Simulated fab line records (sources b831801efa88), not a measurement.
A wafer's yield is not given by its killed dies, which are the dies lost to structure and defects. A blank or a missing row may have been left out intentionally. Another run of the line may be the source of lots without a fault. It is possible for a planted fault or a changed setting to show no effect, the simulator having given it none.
Which tool did it?	flow sfq-line	Sampling: 7 lots, 21 wafers, 3 of 325 route steps

## WHAT THE GAUGES SHOWED, per wafer
SFQ_M8_OVL_MEAS_948.
lot	measured	on	M8_OVL (nm)
L483	day 74 15:08	overlay-02	2 6 6
L486	day 75 18:19	overlay-01	3 -2 2
L491	day 77 03:34	overlay-01	-6 -1 0
L494	day 77 23:51	overlay-02	3 -1 -3
L499	day 80 05:09	overlay-01	7 -2 5
L501	day 81 18:46	overlay-01	-4 -3 -3
L503	day 84 18:44	overlay-02	-4 -2 3

## EACH LOT AND THE TOOL THAT RAN IT (in order: tool; ch and the chambers of the sampled wafers; start)
lot	SFQ_TRILAYER_JJ_CE_LITHO_COAT_114	SFQ_TRILAYER_M7_BARC_OPEN_METAL_ETCH_229
L483	litho-track-03 ch 0, day 37 13:58	rie-metal-03 ch 0,1, day 70 09:20
L486	litho-track-03 ch 0, day 38 11:44	rie-metal-03 ch 0,1, day 71 09:17
L491	litho-track-03 ch 0, day 41 10:36	rie-metal-01 ch 0,1, day 76 15:58
L494	litho-track-03 ch 0, day 42 03:22	rie-metal-03 ch 0,1, day 77 12:26
L499	litho-track-03 ch 0, day 51 07:16	rie-metal-01 ch 0, day 79 14:10
L501	litho-track-02 ch 0, day 51 20:04	rie-metal-03 ch 0,1, day 81 02:55
L503	litho-track-01 ch 0, day 53 03:36	rie-metal-01 ch 0, day 81 06:31
- SFQ_TRILAYER_JJ_CE_LITHO_COAT_114: resist thk 600 nm.
- SFQ_TRILAYER_M7_BARC_OPEN_METAL_ETCH_229: etches BARC in O2, target depth 125 nm, time 41.7 s.

## THE ANSWER, worked out from the rows above alone
Rule: what is usual is taken from the lots themselves. Put in order of their means at a reading, lots are off if they are a third of the lots or fewer, leave a main group of 4 or more, and stand apart from it by a gap of 3 or more times the standard deviation of the main group's means; of several such gaps the widest counts. A main group whose means are all the same, to the digits that the tables above print for the reading, isn't used. Also off: a lot with no number at a reading for which 4 or more lots have one. Any other lot the step has rows for is counted as sound.
Nothing can be told from this: no lot is off at any reading shown.

## WHAT HAD BEEN PUT IN BY THE SIMULATOR
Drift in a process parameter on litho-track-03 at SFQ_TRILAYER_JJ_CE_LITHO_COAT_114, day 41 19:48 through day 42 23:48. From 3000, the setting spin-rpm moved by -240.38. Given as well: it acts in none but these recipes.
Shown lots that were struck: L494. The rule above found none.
